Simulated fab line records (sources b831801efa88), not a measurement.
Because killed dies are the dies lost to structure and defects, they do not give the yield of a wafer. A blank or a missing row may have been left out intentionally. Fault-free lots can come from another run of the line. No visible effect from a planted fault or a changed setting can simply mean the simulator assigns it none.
Which of the tools did it? | flow sky130 | Sampling: 15 lots, 45 wafers, 4 of 708 route steps

WHAT THE GAUGES READ, wafer by wafer
Not one reading of a measure or inspect step in the record can be checked against a usual standard deviation.

EACH LOT AND THE TOOL THAT RAN IT (in order: tool; ch and the chambers of the sampled wafers; start)
lot  | SKY_SD_P_PEB_05                   | SKY_METAL1_SPUTTER_00        | SKY_METAL1_DESCUM_17              | SKY_VIA1_ETCH_15
L667 | litho track-03 ch 0, day 25 09:25 | pvd sputter-03, day 31 13:24 | rie metal-01 ch 0,1, day 32 16:58 | rie diel-04 ch 0,1,3, day 33 21:35
L670 | litho track-01 ch 0, day 26 11:11 | pvd sputter-04, day 32 13:39 | rie metal-04 ch 0,1, day 33 16:38 | rie diel-04 ch 0,2,3, day 34 20:05
L671 | litho track-04 ch 0, day 26 12:07 | pvd sputter-03, day 32 14:38 | rie metal-01 ch 0,1, day 33 17:56 | rie diel-01 ch 2,3, day 34 21:13
L673 | litho track-03 ch 0, day 27 22:35 | pvd sputter-03, day 33 22:15 | rie metal-01 ch 0,1, day 35 00:28 | rie diel-01 ch 0,1,3, day 36 04:46
L674 | litho track-04, day 28 05:05      | pvd sputter-02, day 34 06:11 | rie metal-02 ch 0,1, day 36 12:26 | rie diel-04 ch 2,3, day 37 16:38
L675 | litho track-04, day 28 13:01      | pvd sputter-03, day 34 11:12 | rie metal-02 ch 0,1, day 35 13:37 | rie diel-04 ch 0,2,3, day 36 17:32
L676 | litho track-04, day 28 16:22      | pvd sputter-03, day 34 16:33 | rie metal-04 ch 1, day 35 19:50   | rie diel-01 ch 2,3, day 36 22:31
L682 | litho track-03 ch 0, day 30 19:16 | pvd sputter-03, day 36 16:14 | rie metal-01 ch 1, day 37 18:55   | rie diel-01 ch 2,3, day 38 22:24
L683 | litho track-04 ch 0, day 31 02:31 | pvd sputter-02, day 36 22:07 | rie metal-01 ch 0,1, day 38 00:38 | rie diel-04 ch 0,1, day 39 03:23
L684 | litho track-01 ch 0, day 31 10:37 | pvd sputter-04, day 37 03:56 | rie metal-01 ch 0,1, day 38 06:01 | rie diel-02 ch 0,2,3, day 39 08:17
L685 | litho track-01 ch 0, day 31 17:19 | pvd sputter-04, day 37 12:34 | rie metal-02 ch 0,1, day 38 14:36 | rie diel-01 ch 0,2,3, day 39 16:08
L686 | litho track-04 ch 0, day 32 05:35 | pvd sputter-04, day 38 00:51 | rie metal-04 ch 0,1, day 39 02:19 | rie diel-02 ch 0,2, day 40 06:35
L688 | litho track-04 ch 0, day 32 13:41 | pvd sputter-02, day 38 06:13 | rie metal-02 ch 0,1, day 39 07:52 | rie diel-04 ch 2,3, day 40 09:23
L689 | litho track-04 ch 0, day 32 19:22 | pvd sputter-04, day 38 11:42 | rie metal-01 ch 0,1, day 39 12:59 | rie diel-01 ch 1,2,3, day 40 15:23
L690 | litho track-04 ch 0, day 33 07:43 | pvd sputter-04, day 39 00:27 | rie metal-04 ch 0,1, day 40 01:46 | rie diel-02 ch 0,2,3, day 41 03:31
- SKY_SD_P_PEB_05
- SKY_METAL1_SPUTTER_00: material Ti, target thk 15 nm, time 10 s.
- SKY_METAL1_DESCUM_17: chemistry O2, time 8 s.
- SKY_VIA1_ETCH_15: etches SiO2 in C4F8/O2/Ar, stops on TiN, target depth 351 nm, time 54 s.

AS READ BY THE TOOLS THEMSELVES (means over the sampled wafers that have a number; for cases with no such wafer, the mark the record gives instead)
SKY_SD_P_PEB_05.
lot  | tool           | exhaust pa (Pa)
L667 | litho track-03 | 44.5
L670 | litho track-01 | 45.9
L671 | litho track-04 | 45.0
L673 | litho track-03 | 45.2
L674 | litho track-04 | -
L675 | litho track-04 | -
L676 | litho track-04 | -
L682 | litho track-03 | 44.8
L683 | litho track-04 | 45.1
L684 | litho track-01 | 45.0
L685 | litho track-01 | 44.0
L686 | litho track-04 | 45.3
L688 | litho track-04 | 45.4
L689 | litho track-04 | 43.4
L690 | litho track-04 | 45.0

SKY_METAL1_SPUTTER_00.
lot  | tool           | throttle valve pct (%)
L667 | pvd sputter-03 | 29.6
L670 | pvd sputter-04 | 30.4
L671 | pvd sputter-03 | 29.6
L673 | pvd sputter-03 | 29.9
L674 | pvd sputter-02 | 30.1
L675 | pvd sputter-03 | 29.5
L676 | pvd sputter-03 | 29.4
L682 | pvd sputter-03 | 30.0
L683 | pvd sputter-02 | 30.3
L684 | pvd sputter-04 | 30.1
L685 | pvd sputter-04 | 30.2
L686 | pvd sputter-04 | 30.4
L688 | pvd sputter-02 | 30.2
L689 | pvd sputter-04 | 30.4
L690 | pvd sputter-04 | 30.4

SKY_METAL1_DESCUM_17.
lot  | tool         | drypump motor current A (A) | oes product au (a.u.)
L667 | rie metal-01 | 5.93                        | 0.996
L670 | rie metal-04 | 6.05                        | 1.001
L671 | rie metal-01 | 5.71                        | 1.000
L673 | rie metal-01 | 5.94                        | 0.996
L674 | rie metal-02 | 5.68                        | 1.004
L675 | rie metal-02 | 5.77                        | 1.000
L676 | rie metal-04 | 6.20                        | 1.002
L682 | rie metal-01 | 6.16                        | 0.999
L683 | rie metal-01 | 5.95                        | 0.992
L684 | rie metal-01 | 5.95                        | 0.996
L685 | rie metal-02 | 5.70                        | 0.996
L686 | rie metal-04 | 6.06                        | 1.004
L688 | rie metal-02 | 5.67                        | 1.000
L689 | rie metal-01 | 5.93                        | 0.993
L690 | rie metal-04 | 6.05                        | 0.998

SKY_VIA1_ETCH_15.
lot  | tool        | oes product au (a.u.)
L667 | rie diel-04 | 0.985
L670 | rie diel-04 | 0.976
L671 | rie diel-01 | 0.977
L673 | rie diel-01 | 0.981
L674 | rie diel-04 | 0.974
L675 | rie diel-04 | 0.983
L676 | rie diel-01 | 0.981
L682 | rie diel-01 | 0.978
L683 | rie diel-04 | 0.982
L684 | rie diel-02 | 0.983
L685 | rie diel-01 | 0.978
L686 | rie diel-02 | 0.985
L688 | rie diel-04 | 0.976
L689 | rie diel-01 | 0.981
L690 | rie diel-02 | 0.984

THE ANSWER, worked out from the rows above alone
Rule: usual is defined by the lots themselves. Put in order of their means at a reading, lots are off if they are a third of the lots or fewer, leave a main group of 4 or more, and stand apart from it by a gap of 3 or more times the standard deviation of the main group's means; of several such gaps the widest counts. A main group whose means are all the same, to the digits that the tables above print for the reading, isn't used. Also off: a lot with no number at a reading for which 4 or more lots have one. All remaining lots with rows at the step are treated as sound. First the gauges in route order, then the tools' own readings, where a lot's mean is used as printed above. The first step at which some lot is off is used, and at that step the reading that is off furthest; a lot without a number counts as furthest.
Off: L674, L675, L676 (SKY_SD_P_PEB_05, exhaust pa). Without a number there: L674, L675, L676. The main group has a mean of 44.9 Pa with a standard deviation of 0.63.
If a tool, at that step or one of the process steps before it, ran each lot that is off and ran no sound lot following the first of them, it fits. No candidate that was tried fits.

WHAT THE SIMULATOR HAD PUT IN
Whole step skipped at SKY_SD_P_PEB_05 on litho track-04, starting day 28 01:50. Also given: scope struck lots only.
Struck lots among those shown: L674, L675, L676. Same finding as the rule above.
